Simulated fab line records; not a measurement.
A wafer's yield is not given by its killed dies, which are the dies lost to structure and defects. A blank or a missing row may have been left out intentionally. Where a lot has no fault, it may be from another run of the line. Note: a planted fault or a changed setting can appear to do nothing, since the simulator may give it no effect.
Which tool did it? :: flow sky130 :: 13 lots, 39 wafers sampled, at 6 steps of a route of 708

## WHAT EACH GAUGE READ, for each wafer
SKY_PWDE_OVL_MEAS_07. Usual: PWDE_OVL gives -0.5 nm (standard deviation 1.5).
lot: L204
measured: day 4 08:50
on: overlay-02
PWDE_OVL (nm): -4.1 -3.9 -4.1
flag: 

lot: L205
measured: day 4 11:51
on: overlay-02
PWDE_OVL (nm): 1.4 0.2 2.6
flag: 

lot: L207
measured: day 4 16:08
on: overlay-01
PWDE_OVL (nm): -1.2 -0.7 -1.5
flag: 

lot: L206
measured: day 4 16:29
on: overlay-02
PWDE_OVL (nm): 0.1 -0.5 0.7
flag: 

lot: L209
measured: day 5 06:02
on: overlay-01
PWDE_OVL (nm): -1.0 -0.5 -0.2
flag: 

lot: L212
measured: day 5 18:38
on: overlay-01
PWDE_OVL (nm): -1.2 -1.0 -0.8
flag: 

lot: L213
measured: day 6 03:50
on: overlay-01
PWDE_OVL (nm): 0.1 0.2 0.2
flag: 

lot: L214
measured: day 6 09:26
on: overlay-02
PWDE_OVL (nm): -2.2 -0.9 -0.7
flag: 

lot: L215
measured: day 6 18:05
on: overlay-01
PWDE_OVL (nm): 0.2 -0.7 0.4
flag: 

lot: L216
measured: day 7 00:20
on: overlay-01
PWDE_OVL (nm): 1.2 0.2 0.6
flag: 

lot: L217
measured: day 7 05:59
on: overlay-02
PWDE_OVL (nm): -0.5 0.3 0.7
flag: 

lot: L218
measured: day 7 09:02
on: overlay-01
PWDE_OVL (nm): -0.9 -0.7 0.4
flag: 

lot: L219
measured: day 7 15:31
on: overlay-02
PWDE_OVL (nm): -2.1 -3.4 -2.0
flag: 

SKY_NWELL_TW_MEAS_26. Usual: NWELL_2_TW gives 495 (standard deviation 7).
lot: L204
measured: day 5 21:13
on: filmMetro-04
NWELL_2_TW: 503 501 501
flag: 

lot: L205
measured: day 6 00:31
on: filmMetro-01
NWELL_2_TW: 489 488 489
flag: 

lot: L207
measured: day 6 06:28
on: filmMetro-01
NWELL_2_TW: 492 491 492
flag: 

lot: L206
measured: day 6 07:02
on: filmMetro-01
NWELL_2_TW: 494 493 493
flag: 

lot: L209
measured: day 6 20:07
on: filmMetro-01
NWELL_2_TW: 489 492 493
flag: 

lot: L212
measured: day 7 11:10
on: filmMetro-04
NWELL_2_TW: 503 504 509
flag: 

lot: L213
measured: day 7 21:01
on: filmMetro-04
NWELL_2_TW: 506 508 506
flag: 

lot: L214
measured: day 8 03:50
on: filmMetro-04
NWELL_2_TW: 503 506 505
flag: 

lot: L215
measured: day 8 12:12
on: filmMetro-04
NWELL_2_TW: 500 503 505
flag: 

lot: L216
measured: day 8 19:54
on: filmMetro-03
NWELL_2_TW: 485 489 488
flag: 

lot: L217
measured: day 9 01:32
on: filmMetro-01
NWELL_2_TW: 489 490 490
flag: 

lot: L218
measured: day 9 05:04
on: filmMetro-04
NWELL_2_TW: 500 499 502
flag: 

lot: L219
measured: day 9 12:29
on: filmMetro-03
NWELL_2_TW: 30 29 30
flag: OFF

SKY_VT_ADJUST_HVTP_TW_MEAS_11. Usual: VT_ADJUST_HVTP_TW gives 1350 (standard deviation 18).
lot: L204
measured: day 6 17:47
on: filmMetro-01
VT_ADJUST_HVTP_TW: 1338 1340 1343
flag: 

lot: L205
measured: day 6 20:32
on: filmMetro-02
VT_ADJUST_HVTP_TW: 1380 1376 1380
flag: 

lot: L207
measured: day 7 02:43
on: filmMetro-03
VT_ADJUST_HVTP_TW: 1330 1335 1336
flag: 

lot: L206
measured: day 7 03:59
on: filmMetro-01
VT_ADJUST_HVTP_TW: 1348 1341 1342
flag: 

lot: L209
measured: day 7 17:14
on: filmMetro-03
VT_ADJUST_HVTP_TW: 1335 1327 1333
flag: 

lot: L212
measured: day 8 08:35
on: filmMetro-03
VT_ADJUST_HVTP_TW: 1331 1334 1341
flag: 

lot: L213
measured: day 8 18:35
on: filmMetro-03
VT_ADJUST_HVTP_TW: 1339 1336 1325
flag: 

lot: L214
measured: day 9 02:09
on: filmMetro-02
VT_ADJUST_HVTP_TW: 1366 1370 1368
flag: 

lot: L215
measured: day 9 11:26
on: filmMetro-02
VT_ADJUST_HVTP_TW: 1365 1364 1363
flag: 

lot: L216
measured: day 9 19:38
on: filmMetro-03
VT_ADJUST_HVTP_TW: 1331 1330 1332
flag: 

lot: L217
measured: day 10 00:50
on: filmMetro-03
VT_ADJUST_HVTP_TW: 1335 1334 1337
flag: 

lot: L218
measured: day 10 04:31
on: filmMetro-03
VT_ADJUST_HVTP_TW: 1340 1334 1335
flag: 

lot: L219
measured: day 10 11:59
on: filmMetro-03
VT_ADJUST_HVTP_TW: 1333 1334 1334
flag: 

SKY_SONOS_ONO_THK_MEAS_01. Usual: SONOS_ONO_OXIDATION_THK gives 2.58 nm (standard deviation 0.061).
lot: L204
measured: day 12 12:02
on: filmMetro-03
SONOS_ONO_OXIDATION_THK (nm): 2.43 2.48 2.43
flag: 

lot: L205
measured: day 12 16:02
on: filmMetro-03
SONOS_ONO_OXIDATION_THK (nm): 2.48 2.51 2.53
flag: 

lot: L207
measured: day 12 22:37
on: filmMetro-02
SONOS_ONO_OXIDATION_THK (nm): 2.51 2.48 2.52
flag: 

lot: L206
measured: day 13 00:41
on: filmMetro-03
SONOS_ONO_OXIDATION_THK (nm): 2.55 2.56 2.55
flag: 

lot: L209
measured: day 13 16:22
on: filmMetro-04
SONOS_ONO_OXIDATION_THK (nm): 2.51 2.58 2.60
flag: 

lot: L212
measured: day 14 12:55
on: filmMetro-04
SONOS_ONO_OXIDATION_THK (nm): 2.54 2.55 2.60
flag: 

lot: L213
measured: day 15 01:59
on: filmMetro-04
SONOS_ONO_OXIDATION_THK (nm): 2.59 2.63 2.63
flag: 

lot: L214
measured: day 15 08:23
on: filmMetro-04
SONOS_ONO_OXIDATION_THK (nm): 2.57 2.55 2.60
flag: 

lot: L215
measured: day 15 22:55
on: filmMetro-04
SONOS_ONO_OXIDATION_THK (nm): 2.63 2.56 2.56
flag: 

lot: L216
measured: day 16 09:23
on: filmMetro-03
SONOS_ONO_OXIDATION_THK (nm): 2.58 2.56 2.61
flag: 

lot: L217
measured: day 16 15:08
on: filmMetro-04
SONOS_ONO_OXIDATION_THK (nm): 2.63 2.62 2.59
flag: 

lot: L218
measured: day 16 21:25
on: filmMetro-03
SONOS_ONO_OXIDATION_THK (nm): 2.65 2.57 2.53
flag: 

lot: L219
measured: day 17 05:22
on: filmMetro-02
SONOS_ONO_OXIDATION_THK (nm): 2.62 2.58 2.63
flag: 

## WHICH TOOL RAN EACH LOT (tool, then ch and the chambers of the sampled wafers, then the start)
lot: L204
SKY_NWELL_STRIP_14: plasmaAsher-02 ch 0,1, day 5 02:49
SKY_NWELL_STRIP_25: plasmaAsher-04 ch 0,1, day 5 21:07

lot: L205
SKY_NWELL_STRIP_14: plasmaAsher-04 ch 0,1, day 5 06:13
SKY_NWELL_STRIP_25: plasmaAsher-01 ch 0,1, day 6 00:26

lot: L207
SKY_NWELL_STRIP_14: plasmaAsher-02 ch 0,1, day 5 11:04
SKY_NWELL_STRIP_25: plasmaAsher-01 ch 0,1, day 6 06:22

lot: L206
SKY_NWELL_STRIP_14: plasmaAsher-01 ch 0,1, day 5 11:17
SKY_NWELL_STRIP_25: plasmaAsher-02 ch 0,1, day 6 06:55

lot: L209
SKY_NWELL_STRIP_14: plasmaAsher-04 ch 0,1, day 6 01:04
SKY_NWELL_STRIP_25: plasmaAsher-04 ch 0,1, day 6 20:01

lot: L212
SKY_NWELL_STRIP_14: plasmaAsher-04 ch 0,1, day 6 14:58
SKY_NWELL_STRIP_25: plasmaAsher-04 ch 0,1, day 7 11:04

lot: L213
SKY_NWELL_STRIP_14: plasmaAsher-01 ch 0,1, day 6 23:56
SKY_NWELL_STRIP_25: plasmaAsher-02 ch 0,1, day 7 20:55

lot: L214
SKY_NWELL_STRIP_14: plasmaAsher-01 ch 0,1, day 7 06:35
SKY_NWELL_STRIP_25: plasmaAsher-01 ch 0,1, day 8 03:43

lot: L215
SKY_NWELL_STRIP_14: plasmaAsher-04 ch 0,1, day 7 14:28
SKY_NWELL_STRIP_25: plasmaAsher-01 ch 0,1, day 8 12:05

lot: L216
SKY_NWELL_STRIP_14: plasmaAsher-04 ch 0,1, day 7 21:58
SKY_NWELL_STRIP_25: plasmaAsher-02 ch 0,1, day 8 19:48

lot: L217
SKY_NWELL_STRIP_14: plasmaAsher-02 ch 0,1, day 8 03:31
SKY_NWELL_STRIP_25: plasmaAsher-02 ch 1, day 9 01:26

lot: L218
SKY_NWELL_STRIP_14: plasmaAsher-02 ch 0,1, day 8 06:19
SKY_NWELL_STRIP_25: plasmaAsher-04 ch 0,1, day 9 04:58

lot: L219
SKY_NWELL_STRIP_14: plasmaAsher-02 ch 0,1, day 8 13:07
SKY_NWELL_STRIP_25: plasmaAsher-04 ch 0,1, day 9 12:23
- SKY_NWELL_STRIP_14: strips in O2/N2.
- SKY_NWELL_STRIP_25: strips in O2/N2.

## WHAT THE TOOLS THEMSELVES READ (means of the sampled wafers that have a number; where no wafer has one, the mark that the record gives instead)
SKY_NWELL_STRIP_14. Usual: chamberPressureMTorr 1500.0 mTorr, standard deviation 1.4; drypumpMotorCurrentA 5.9 A, standard deviation 0.48; oesProductAu 0.722 a.u., standard deviation 0.005; stripTimeToEndpointS 36.84 s, standard deviation 0.1.
lot: L204
tool: plasmaAsher-02
chamberPressureMTorr (mTorr): 1501.5
drypumpMotorCurrentA (A): 5.6
oesProductAu (a.u.): 0.723
stripTimeToEndpointS (s): 36.90
flag: 

lot: L205
tool: plasmaAsher-04
chamberPressureMTorr (mTorr): 1499.8
drypumpMotorCurrentA (A): 6.4
oesProductAu (a.u.): 0.722
stripTimeToEndpointS (s): 36.93
flag: 

lot: L207
tool: plasmaAsher-02
chamberPressureMTorr (mTorr): 1500.4
drypumpMotorCurrentA (A): 5.6
oesProductAu (a.u.): 0.724
stripTimeToEndpointS (s): 36.83
flag: 

lot: L206
tool: plasmaAsher-01
chamberPressureMTorr (mTorr): 1500.3
drypumpMotorCurrentA (A): 5.4
oesProductAu (a.u.): 0.717
stripTimeToEndpointS (s): 36.88
flag: 

lot: L209
tool: plasmaAsher-04
chamberPressureMTorr (mTorr): 1500.7
drypumpMotorCurrentA (A): 6.4
oesProductAu (a.u.): 0.720
stripTimeToEndpointS (s): 36.63
flag: 

lot: L212
tool: plasmaAsher-04
chamberPressureMTorr (mTorr): 1500.4
drypumpMotorCurrentA (A): 6.4
oesProductAu (a.u.): 0.726
stripTimeToEndpointS (s): 36.84
flag: 

lot: L213
tool: plasmaAsher-01
chamberPressureMTorr (mTorr): 1499.3
drypumpMotorCurrentA (A): 5.3
oesProductAu (a.u.): 0.719
stripTimeToEndpointS (s): 36.79
flag: 

lot: L214
tool: plasmaAsher-01
chamberPressureMTorr (mTorr): 1500.9
drypumpMotorCurrentA (A): 5.4
oesProductAu (a.u.): 0.719
stripTimeToEndpointS (s): 36.78
flag: 

lot: L215
tool: plasmaAsher-04
chamberPressureMTorr (mTorr): 1500.5
drypumpMotorCurrentA (A): 6.4
oesProductAu (a.u.): 0.720
stripTimeToEndpointS (s): 36.77
flag: 

lot: L216
tool: plasmaAsher-04
chamberPressureMTorr (mTorr): 1500.3
drypumpMotorCurrentA (A): 6.4
oesProductAu (a.u.): 0.724
stripTimeToEndpointS (s): 37.02
flag: 

lot: L217
tool: plasmaAsher-02
chamberPressureMTorr (mTorr): 1501.0
drypumpMotorCurrentA (A): 5.8
oesProductAu (a.u.): 0.728
stripTimeToEndpointS (s): 36.84
flag: 

lot: L218
tool: plasmaAsher-02
chamberPressureMTorr (mTorr): 1499.7
drypumpMotorCurrentA (A): 5.8
oesProductAu (a.u.): 0.720
stripTimeToEndpointS (s): 36.82
flag: 

lot: L219
tool: plasmaAsher-02
chamberPressureMTorr (mTorr): 1495.7
drypumpMotorCurrentA (A): 5.8
oesProductAu (a.u.): 0.883
stripTimeToEndpointS (s): -
flag: OFF

SKY_NWELL_STRIP_25. Usual: chamberPressureMTorr 1499.9 mTorr, standard deviation 1.4; drypumpMotorCurrentA 5.9 A, standard deviation 0.48; oesProductAu 0.723 a.u., standard deviation 0.0045; stripTimeToEndpointS 36.90 s, standard deviation 0.094.
lot: L204
tool: plasmaAsher-04
chamberPressureMTorr (mTorr): 1499.2
drypumpMotorCurrentA (A): 6.4
oesProductAu (a.u.): 0.722
stripTimeToEndpointS (s): 36.96
flag: 

lot: L205
tool: plasmaAsher-01
chamberPressureMTorr (mTorr): 1501.1
drypumpMotorCurrentA (A): 5.3
oesProductAu (a.u.): 0.720
stripTimeToEndpointS (s): 36.85
flag: 

lot: L207
tool: plasmaAsher-01
chamberPressureMTorr (mTorr): 1500.4
drypumpMotorCurrentA (A): 5.4
oesProductAu (a.u.): 0.726
stripTimeToEndpointS (s): 36.83
flag: 

lot: L206
tool: plasmaAsher-02
chamberPressureMTorr (mTorr): 1499.7
drypumpMotorCurrentA (A): 5.7
oesProductAu (a.u.): 0.720
stripTimeToEndpointS (s): 36.76
flag: 

lot: L209
tool: plasmaAsher-04
chamberPressureMTorr (mTorr): 1500.4
drypumpMotorCurrentA (A): 6.4
oesProductAu (a.u.): 0.723
stripTimeToEndpointS (s): 36.90
flag: 

lot: L212
tool: plasmaAsher-04
chamberPressureMTorr (mTorr): 1501.6
drypumpMotorCurrentA (A): 6.4
oesProductAu (a.u.): 0.721
stripTimeToEndpointS (s): 36.85
flag: 

lot: L213
tool: plasmaAsher-02
chamberPressureMTorr (mTorr): 1500.7
drypumpMotorCurrentA (A): 5.6
oesProductAu (a.u.): 0.728
stripTimeToEndpointS (s): 36.79
flag: 

lot: L214
tool: plasmaAsher-01
chamberPressureMTorr (mTorr): 1499.9
drypumpMotorCurrentA (A): 5.4
oesProductAu (a.u.): 0.720
stripTimeToEndpointS (s): 37.01
flag: 

lot: L215
tool: plasmaAsher-01
chamberPressureMTorr (mTorr): 1499.6
drypumpMotorCurrentA (A): 5.4
oesProductAu (a.u.): 0.719
stripTimeToEndpointS (s): 37.02
flag: 

lot: L216
tool: plasmaAsher-02
chamberPressureMTorr (mTorr): 1499.8
drypumpMotorCurrentA (A): 5.6
oesProductAu (a.u.): 0.720
stripTimeToEndpointS (s): 36.94
flag: 

lot: L217
tool: plasmaAsher-02
chamberPressureMTorr (mTorr): 1500.1
drypumpMotorCurrentA (A): 5.9
oesProductAu (a.u.): 0.721
stripTimeToEndpointS (s): 36.78
flag: 

lot: L218
tool: plasmaAsher-04
chamberPressureMTorr (mTorr): 1500.4
drypumpMotorCurrentA (A): 6.4
oesProductAu (a.u.): 0.723
stripTimeToEndpointS (s): 36.85
flag: 

lot: L219
tool: plasmaAsher-04
chamberPressureMTorr (mTorr): 1500.0
drypumpMotorCurrentA (A): 6.4
oesProductAu (a.u.): 0.733
stripTimeToEndpointS (s): 72.11
flag: OFF

## THE ANSWER, worked out from the rows above alone
Rule: take the mean of a lot's wafers that have a number; if it is more than 3 standard deviations from the usual mean, the lot is off. A lot without any number at a reading at which 4 lots or more have one is off too. All remaining lots with rows at the step are treated as sound. First the gauges in route order, then the tools' own readings, where a lot's mean is used as printed above. At the first step where some lot is off, the reading lying furthest off is the one used; lots without a number count as furthest.
Off: L219, at SKY_NWELL_TW_MEAS_26 (NWELL_2_TW).
If a tool, at a process step before that reading, ran all the lots that are off and no sound lot after the first of them, it fits. Not tried: the gauges at SKY_NWELL_TW_MEAS_26; whatever is off there is also off at SKY_NWELL_STRIP_14, on other tools, and gauge error can't account for it. This does not decide it: 2 tools fit, namely plasmaAsher-02 at SKY_NWELL_STRIP_14 and plasmaAsher-04 at SKY_NWELL_STRIP_25.

## WHAT THE SIMULATOR HAD PUT IN
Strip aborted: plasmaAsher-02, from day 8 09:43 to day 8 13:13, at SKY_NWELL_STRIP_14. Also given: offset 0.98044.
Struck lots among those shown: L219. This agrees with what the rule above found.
